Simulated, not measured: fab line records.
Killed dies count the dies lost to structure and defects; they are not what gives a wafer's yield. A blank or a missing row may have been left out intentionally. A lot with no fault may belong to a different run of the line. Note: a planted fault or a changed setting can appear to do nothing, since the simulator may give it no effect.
fab line records    flow sky130
record: lots: 12  wafers: 36  lastDay: 50
route steps=708 shown FIELD_ISO@26 PWDE@55 VT_ADJUST_LVTN@116 VT_ADJUST_NCORE@129 PAD_OPEN@708
lots that met no fault: from a run of the same line without faults
startH: the number of hours between the record's first day and the start of the first shown wafer of the lot    waitH: hours elapsed since this lot's preceding step    " same as the row above    L1.1+2: several wafers, shown together as one row    - either no value or no given start    * or withheld: withheld    < > ~ a bound
route shown NAME@n: a module of which the file shows steps, and the number in the route of the first    usual: mean and standard deviation over wafers with no fault    same: alike in all rows    chamber/n: place in a boat    sites: the reading at each site    _std_site: their standard deviation    _edge_site: mean of outer sites minus mean of inner sites    radiusMm: for every site, how far away it sits from the centre of the wafer    mask NAME#n: copy n    behind: the most recent tool/chamber to have shaped the wafer    hold: cause of the lot's hold/its duration in hours/its outcome    device: the n, p or np transistor that did not switch    end of line: at the end of the route, the tests of the same wafers    where a step has no rows: the recipe by itself    killed: at the first sort, the dies lost to defects and structure; wafer yield is something else    map: shows each die of a wafer: x if killed, . if not, _ if none is there
set.NAME: the run value of the setting; set.NAME@STEP: its run value at that earlier step    model.NAME: the simulator's own value behind a step, which no gauge read
one table for each step of the route and one row for each wafer, over a sample of lots
services: a tool's chamber out of use, with start hour (startH, from the record's first day; less than 0 if before it), hours out, and reason
== steps ==
step: SKY_FIELD_ISO_THK_MEAS_25
recipe: reads: SiO2_of_FIELD_ISO_CVD_24
usual: FIELD_ISO_CVD_24_THK: 595/6.2
lot.wafer  tool          chamber  startH  waitH  FIELD_ISO_CVD_24_THK[nm]
L227.1     filmMetro-01  -        38.79   0.0    584
L227.2     "             -        "       "      589
L227.6     "             -        "       "      591
L228.1     filmMetro-03  -        38.79   0.0    600
L228.2     "             -        "       "      594
L228.6     "             -        "       "      591
L229.1     filmMetro-03  -        41.20   0.0    606
L229.3     "             -        "       "      605
L229.5     "             -        "       "      605
L231.1     filmMetro-04  -        51.76   0.0    600
L231.3     "             -        "       "      597
L231.5     "             -        "       "      598
L236.2     filmMetro-03  -        79.14   0.0    598
L236.3     "             -        "       "      604
L236.4     "             -        "       "      600
L239.1     filmMetro-03  -        94.80   0.0    600
L239.2     "             -        "       "      590
L239.6     "             -        "       "      591
L241.2     filmMetro-01  -        109.36  0.0    589
L241.4     "             -        "       "      587
L241.5     "             -        "       "      586
L243.4     filmMetro-04  -        118.38  0.0    592
L243.5     "             -        "       "      587
L243.6     "             -        "       "      592
L244.2     filmMetro-03  -        120.79  0.0    591
L244.3     "             -        "       "      591
L244.6     "             -        "       "      594
L247.1     filmMetro-01  -        135.56  0.0    589
L247.3     "             -        "       "      594
L247.6     "             -        "       "      594
L249.2     filmMetro-03  -        147.48  0.1    593
L249.4     "             -        "       "      588
L249.6     "             -        "       "      588
L250.3     filmMetro-01  -        155.42  0.1    591
L250.4     "             -        "       "      590
L250.5     "             -        "       "      584
step: SKY_PWDE_TW_MEAS_10
usual: PWDE_TW: 372.8/2.6
lot.wafer  tool          chamber  startH  waitH  PWDE_TW
L227.1     filmMetro-02  -        75.94   0.1    373.5
L227.2     "             -        "       "      375.5
L227.6     "             -        "       "      374.5
L228.1     filmMetro-04  -        76.76   0.1    377.2
L228.2     "             -        "       "      378.8
L228.6     "             -        "       "      376.8
L229.1     filmMetro-02  -        79.21   0.1    376.1
L229.3     "             -        "       "      373.7
L229.5     "             -        "       "      375.6
L231.1     filmMetro-01  -        90.24   0.1    370.7
L231.3     "             -        "       "      370.8
L231.5     "             -        "       "      368.2
L236.2     filmMetro-04  -        119.07  0.1    372.4
L236.3     "             -        "       "      376.0
L236.4     "             -        "       "      373.2
L239.1     filmMetro-01  -        137.70  0.1    373.0
L239.2     "             -        "       "      371.7
L239.6     "             -        "       "      371.0
L241.2     filmMetro-04  -        151.60  0.1    374.7
L241.4     "             -        "       "      374.6
L241.5     "             -        "       "      372.9
L243.4     filmMetro-04  -        163.97  0.1    371.6
L243.5     "             -        "       "      372.4
L243.6     "             -        "       "      372.9
L244.2     filmMetro-04  -        165.67  0.1    374.6
L244.3     "             -        "       "      374.4
L244.6     "             -        "       "      373.1
L247.1     filmMetro-04  -        179.95  0.1    375.1
L247.3     "             -        "       "      375.1
L247.6     "             -        "       "      374.7
L249.2     filmMetro-01  -        189.62  0.1    366.9
L249.4     "             -        "       "      366.1
L249.6     "             -        "       "      365.6
L250.3     filmMetro-02  -        216.17  0.1    374.2
L250.4     "             -        "       "      376.1
L250.5     "             -        "       "      374.9
step: SKY_VT_ADJUST_LVTN_IMPLANT_19
recipe: species: B  energyKev: 30  doseCm2: 6.5e+11  tiltDeg: withheld
usual: beamEnergyKeV: 30.001/0.0097  doseIonsCm2: 6.5e+11/7.5e+08  faradayCurrentUA: 3.67/0.082
lot.wafer  tool          chamber  startH  waitH  beamEnergyKeV  doseIonsCm2  faradayCurrentUA
L227.1     implanter-01  0        167.90  0.0    29.995         6.493e+11    3.65
L227.2     "             0        "       "      29.995         6.51e+11     3.47
L227.6     "             0        "       "      29.995         6.5e+11      3.74
L228.1     implanter-01  0        170.05  0.0    30.011         6.504e+11    3.55
L228.2     "             0        "       "      30.003         6.503e+11    3.67
L228.6     "             0        "       "      30.022         6.497e+11    3.69
L229.1     implanter-04  0        172.85  0.0    29.983         6.491e+11    3.57
L229.3     "             0        "       "      29.991         6.503e+11    3.63
L229.5     "             0        "       "      30.000         6.493e+11    3.72
L231.1     implanter-04  0        182.91  0.0    29.979         6.514e+11    3.75
L231.3     "             0        "       "      30.015         6.5e+11      3.66
L231.5     "             0        "       "      29.991         6.5e+11      3.58
L236.2     implanter-04  0        217.20  0.1    30.002         9.577e+11    5.58
L236.3     "             0        "       "      29.995         9.569e+11    5.70
L236.4     "             0        "       "      29.995         9.572e+11    5.28
L239.1     implanter-04  0        240.21  0.0    30.003         9.565e+11    5.36
L239.2     "             0        "       "      30.007         9.571e+11    5.30
L239.6     "             0        "       "      30.000         9.574e+11    5.44
L241.2     implanter-04  0        255.34  0.0    29.994         9.583e+11    5.47
L241.4     "             0        "       "      30.010         9.582e+11    5.46
L241.5     "             0        "       "      29.998         9.572e+11    5.39
L243.4     implanter-01  0        269.94  0.1    30.018         6.494e+11    3.76
L243.5     "             0        "       "      30.021         6.488e+11    3.62
L243.6     "             0        "       "      30.004         6.504e+11    3.66
L244.2     implanter-01  0        272.38  0.0    30.004         6.496e+11    3.77
L244.3     "             0        "       "      29.984         6.487e+11    3.67
L244.6     "             0        "       "      30.003         6.489e+11    3.62
L247.1     implanter-01  0        290.26  0.0    29.986         6.489e+11    3.73
L247.3     "             0        "       "      29.995         6.491e+11    3.67
L247.6     "             0        "       "      29.994         6.501e+11    3.77
L249.2     implanter-02  0        302.82  0.0    29.997         6.494e+11    3.68
L249.4     "             0        "       "      30.000         6.494e+11    3.50
L249.6     "             0        "       "      29.994         6.5e+11      3.80
L250.3     implanter-01  0        332.75  0.1    29.999         6.496e+11    3.71
L250.4     "             0        "       "      30.003         6.484e+11    3.65
L250.5     "             0        "       "      30.010         6.486e+11    3.81
step: SKY_VT_ADJUST_LVTN_TW_MEAS_21
usual: VT_ADJUST_LVTN_2_TW: 187.7/1
lot.wafer  tool          chamber  startH  waitH  VT_ADJUST_LVTN_2_TW
L227.1     filmMetro-03  -        168.15  0.1    186.8
L227.2     "             -        "       "      186.4
L227.6     "             -        "       "      186.0
L228.1     filmMetro-02  -        170.30  0.1    189.3
L228.2     "             -        "       "      189.2
L228.6     "             -        "       "      188.6
L229.1     filmMetro-02  -        173.10  0.1    189.1
L229.3     "             -        "       "      188.5
L229.5     "             -        "       "      187.8
L231.1     filmMetro-02  -        183.16  0.1    188.0
L231.3     "             -        "       "      188.9
L231.5     "             -        "       "      188.2
L236.2     filmMetro-02  -        217.44  0.1    210.2
L236.3     "             -        "       "      210.0
L236.4     "             -        "       "      209.8
L239.1     filmMetro-04  -        240.46  0.1    209.5
L239.2     "             -        "       "      208.7
L239.6     "             -        "       "      209.4
L241.2     filmMetro-04  -        255.57  0.1    209.9
L241.4     "             -        "       "      209.4
L241.5     "             -        "       "      208.6
L243.4     filmMetro-04  -        270.14  0.1    189.1
L243.5     "             -        "       "      189.4
L243.6     "             -        "       "      189.1
L244.2     filmMetro-04  -        272.61  0.1    189.1
L244.3     "             -        "       "      188.0
L244.6     "             -        "       "      188.4
L247.1     filmMetro-02  -        290.51  0.1    187.8
L247.3     "             -        "       "      189.6
L247.6     "             -        "       "      189.0
L249.2     filmMetro-03  -        303.06  0.1    187.2
L249.4     "             -        "       "      186.8
L249.6     "             -        "       "      186.2
L250.3     filmMetro-03  -        332.97  0.1    186.4
L250.4     "             -        "       "      186.5
L250.5     "             -        "       "      186.3
step: SKY_VT_ADJUST_NCORE_STRIP_10
recipe: chemistry: O2/N2  powerW: 1400  pressureMtorr: 1500  platenTempC: withheld  o2FlowSccm: 3000  n2FlowSccm: 300  overashFraction: 0.5
usual: chamberPressureMTorr: 1500.1/1.4  drypumpMotorCurrentA: 5.77/0.21  oesProductAu: 0.715/0.0045  stripTimeToEndpointS: 14.17/0.036
lot.wafer  tool            chamber  startH  waitH  chamberPressureMTorr  drypumpMotorCurrentA  oesProductAu  rfHoursCounterH  stripTimeToEndpointS
L227.1     plasmaAsher-02  1        186.33  0.1    1500.3                5.47                  0.720         52               14.22
L227.2     "               0        "       "      1502.2                6.10                  0.727         52               14.20
L227.6     "               1        "       "      1498.4                5.49                  0.718         -                14.22
L228.1     plasmaAsher-04  0        188.22  0.1    1500.9                5.64                  0.715         50               14.19
L228.2     "               1        "       "      1499.8                5.70                  0.720         50               14.21
L228.6     "               0        "       "      1497.6                5.62                  0.716         -                14.20
L229.1     plasmaAsher-01  0        192.33  0.1    1496.7                5.97                  0.718         37               14.18
L229.3     "               1        "       "      1501.3                5.75                  0.714         -                14.21
L229.5     "               1        "       "      1500.9                5.77                  0.720         -                14.16
L231.1     plasmaAsher-02  1        203.98  0.1    1499.2                5.52                  0.720         53               14.18
L231.3     "               0        "       "      1499.0                6.09                  0.714         -                14.21
L231.5     "               1        "       "      1500.8                5.46                  0.713         -                14.24
L236.2     plasmaAsher-01  0        239.22  0.1    1499.1                5.99                  0.720         41               14.18
L236.3     "               0        "       "      1500.5                6.01                  0.718         -                14.11
L236.4     "               1        "       "      1500.2                5.74                  0.720         -                14.15
L239.1     plasmaAsher-02  0        262.53  0.1    1499.9                6.08                  0.716         59               14.17
L239.2     "               1        "       "      1502.4                5.52                  0.717         59               14.18
L239.6     "               1        "       "      1499.1                5.44                  0.714         -                14.14
L241.2     plasmaAsher-01  1        278.76  0.1    1497.5                5.71                  0.719         45               14.17
L241.4     "               1        "       "      1498.6                5.72                  0.711         -                14.22
L241.5     "               0        "       "      1499.3                6.01                  0.714         -                14.19
L243.4     plasmaAsher-01  1        293.61  0.1    1503.0                5.78                  0.716         -                14.20
L243.5     "               0        "       "      1499.0                5.95                  0.717         -                14.18
L243.6     "               1        "       "      1500.4                5.78                  0.710         -                14.23
L244.2     plasmaAsher-01  0        296.51  0.1    1499.4                5.97                  0.710         46               14.21
L244.3     "               1        "       "      1499.8                5.75                  0.713         -                14.17
L244.6     "               0        "       "      1500.2                5.97                  0.713         -                14.20
L247.1     plasmaAsher-01  0        315.92  0.1    1498.4                6.01                  0.717         48               14.20
L247.3     "               0        "       "      1498.6                6.00                  0.707         -                14.20
L247.6     "               1        "       "      1501.8                5.76                  0.711         -                14.12
L249.2     plasmaAsher-04  1        329.13  0.1    1501.5                5.68                  0.715         64               14.18
L249.4     "               0        "       "      1501.6                5.63                  0.716         -                14.16
L249.6     "               0        "       "      1499.3                5.63                  0.725         -                14.19
L250.3     plasmaAsher-04  1        360.09  0.1    1502.8                5.67                  0.717         -                14.16
L250.4     "               0        "       "      1499.8                5.64                  0.708         -                14.17
L250.5     "               1        "       "      1500.1                5.68                  0.712         -                14.20
step: SKY_PAD_OPEN_PROBE_99
usual: killed_at_M0_to_M3: 43/7.1  killed_at_M4_up: 3.0/1.9  killedAtContacts: 24/5  killedAtFrontEnd: 15/4.3  killedAtOther: 0.3/0.5  killedDies: 85/9.6  killedOpen: 46/7.1  killedShort: 39/6.8
same: grossDies: 492  killedAtBackSide: 0
lot.wafer  tool       chamber  startH   waitH  killed_at_M0_to_M3  killed_at_M4_up  killedAtContacts  killedAtFrontEnd  killedAtOther  killedDies  killedOpen  killedShort
L229.1     prober-02  -        1083.98  0.1    50                  1                19                13                0              83          48          35
L229.3     prober-02  -        1084.08  0.2    44                  0                29                17                0              90          50          40
L229.5     prober-02  -        1084.18  0.2    49                  1                22                15                0              87          58          29
L236.2     prober-01  -        1120.87  0.1    54                  4                22                22                1              103         51          52
L236.3     prober-01  -        1120.92  0.2    51                  1                23                19                0              94          61          33
L236.4     prober-01  -        1120.97  0.2    55                  1                22                22                1              101         55          46
L239.1     prober-02  -        1137.47  0.1    36                  3                16                19                0              74          41          33
killed by level:class
L229.1 VIA1:geometricParticle:open=15 VIA3:geometricParticle:open=9 CONTACT:geometricParticle:short=7 VIA1:geometricParticle:short=7 CONTACT:geometricParticle:open=5 LI_CONTACT:geometricParticle:open=4 METAL3:geometricParticle:short=4 FIELD_ISO:geometricParticle:open=3
L229.3 CONTACT:geometricParticle:open=8 VIA1:geometricParticle:open=8 CONTACT:geometricParticle:short=7 VIA1:geometricParticle:short=7 FIELD_ISO:geometricParticle:open=6 LI_CONTACT:geometricParticle:open=6 LOCAL_INTERCONNECT:geometricParticle:short=6 METAL1:geometricParticle:short=6
L229.5 VIA1:geometricParticle:open=14 CONTACT:geometricParticle:open=10 VIA1:geometricParticle:short=10 LI_CONTACT:geometricParticle:open=8 VIA3:geometricParticle:open=7 VIA2:geometricParticle:open=6 POLY_GATE:geometricParticle:short=4 METAL2:geometricParticle:short=4
L236.2 VIA1:geometricParticle:open=12 LI_CONTACT:geometricParticle:open=10 FIELD_ISO:geometricParticle:short=8 METAL2:geometricParticle:short=8 METAL1:geometricParticle:short=7 VIA2:geometricParticle:open=7 FIELD_ISO:geometricParticle:open=5 CONTACT:geometricParticle:open=5
L236.3 VIA1:geometricParticle:open=19 CONTACT:geometricParticle:open=10 LI_CONTACT:geometricParticle:open=9 VIA1:geometricParticle:short=8 METAL2:geometricParticle:short=7 FIELD_ISO:geometricParticle:open=6 METAL2:geometricParticle:open=4 VIA3:geometricParticle:open=4
L236.4 VIA1:geometricParticle:open=13 METAL1:geometricParticle:short=10 POLY_GATE:geometricParticle:open=7 METAL2:geometricParticle:short=7 LI_CONTACT:geometricParticle:open=6 VIA2:geometricParticle:open=6 VIA3:geometricParticle:open=6 FIELD_ISO:geometricParticle:open=5
L239.1 VIA1:geometricParticle:open=14 CONTACT:geometricParticle:open=7 METAL2:geometricParticle:short=6 FIELD_ISO:geometricParticle:short=5 POLY_GATE:geometricParticle:short=5 LOCAL_INTERCONNECT:geometricParticle:short=5 VIA3:geometricParticle:open=5 FIELD_ISO:geometricParticle:open=3
== services ==
tool            chamber  startH  hours  kind
implanter-02    -        145.32  3.1    repair
plasmaAsher-02  -        151.88  0.8    repair
implanter-04    -        158.55  1.1    repair
implanter-04    -        159.67  3.5    pm
plasmaAsher-02  -        167.08  0.9    repair
implanter-04    -        223.69  1.8    repair
implanter-02    -        244.37  4.0    repair
implanter-02    -        245.21  1.7    repair
plasmaAsher-04  -        258.29  1.2    repair
plasmaAsher-01  -        262.23  5.1    repair
implanter-02    -        267.84  4.0    pm
implanter-04    -        277.15  3.6    repair
implanter-04    -        284.09  1.8    repair
implanter-04    -        298.45  3.3    repair
implanter-01    -        299.41  6.6    pm
implanter-04    -        302.54  3.5    repair
plasmaAsher-01  -        321.18  0.5    repair
plasmaAsher-04  -        331.88  2.0    repair
implanter-04    -        336.14  25.6   repair
plasmaAsher-04  -        339.27  4.0    repair
implanter-01    -        341.84  221.0  pm
plasmaAsher-04  -        346.81  2.8    pm
== key ==
firstSign: step: SKY_VT_ADJUST_LVTN_IMPLANT_19  reading: doseIonsCm2  direction: up  sigmas: 99+  usual: *  struck: *
effect: step: SKY_VT_ADJUST_LVTN_IMPLANT_19  reading: faradayCurrentUA  direction: up  sigmas: 22  usual: 3.67  struck: 5.44
effect: step: SKY_VT_ADJUST_LVTN_TW_MEAS_21  reading: VT_ADJUST_LVTN_2_TW  direction: up  sigmas: 21  usual: 187.7  struck: 209.5
metAt SKY_VT_ADJUST_LVTN_IMPLANT_19
struckLots L236,L239,L241
testerLeftOut L236,L239,L241
notActingAt SKY_FIELD_ISO_THK_MEAS_25,SKY_PWDE_TW_MEAS_10,SKY_VT_ADJUST_NCORE_STRIP_10
onsetBetween 182.91 217.20
fault: kind: processParameterDrift  tool: implanter-04  chamber: -  onsetH: 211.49  steps: SKY_VT_ADJUST_LVTN_IMPLANT_19  channel: doseCm2  offset: *  shape: step  endH: 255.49  actsIn: *  stated: *
testerLeftOut: of these lots the tester's yield and bins aren't shown, on N5 and GAA mostly nor the transistor test; their killed dies are dies lost to structure and defects alone, not to doping, threshold or leakage, so they don't give the yield
